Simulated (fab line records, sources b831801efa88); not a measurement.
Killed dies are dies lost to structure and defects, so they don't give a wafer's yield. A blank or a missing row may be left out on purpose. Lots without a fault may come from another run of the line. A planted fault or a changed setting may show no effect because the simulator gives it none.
Chamber matching | flow gf180mcu | GF_V4_CMP_26 on cmp-01: 4 sister chambers
The step polishes, stops on SiO2, t overpolish 15 s, target thk 0 nm. 4 wafers are shown with their chamber, then 12 later ones without.

WAFERS WITH THEIR CHAMBER
wafer  | chamber | motor_current_A (A)
L088.1 | 1       | 14.2
L090.2 | 3       | 8.4
L090.4 | 2       | 9.9
L090.5 | 0       | 11.0

WAFERS WITHOUT THEIR CHAMBER
wafer  | motor_current_A (A)
L093.3 | 9.8
L093.4 | 11.9
L093.6 | 10.6
L093.1 | 8.7
L093.2 | 13.6
L093.5 | 14.8
L095.1 | 10.2
L095.3 | 11.5
L095.6 | 13.6
L096.1 | 8.2
L096.5 | 10.7
L096.6 | 13.7

WHICH CHAMBER EACH WENT THROUGH
wafer  | from the rows above     | in truth
L093.3 | 2                       | 2
L093.4 | 0                       | 0
L093.6 | can't be placed: 0 or 2 | 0
L093.1 | can't be placed: 3 or 2 | 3
L093.2 | 1                       | 1
L093.5 | 1                       | 1
L095.1 | can't be placed: 2 or 0 | 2
L095.3 | 0                       | 0
L095.6 | 1                       | 1
L096.1 | 3                       | 3
L096.5 | can't be placed: 0 or 2 | 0
L096.6 | 1                       | 1
Placed correctly: 8 of 12. Can't be placed from these rows: 4 (the true chamber is among the candidates in 4). Placed wrongly: 0.
How it was worked out, from the rows above alone: a wafer's distance from a chamber is the root of the sum, over the readings, of the square of ((its reading less the chamber's mean) divided by the reading's scatter). The wafer belongs to the nearest chamber; if the next one is less than 2 further off, it can't be placed. A chamber's mean is the mean of its shown wafers. The scatter: with one shown wafer a chamber, the root of the mean of the squares of how far each hidden wafer lies from its nearest shown one.
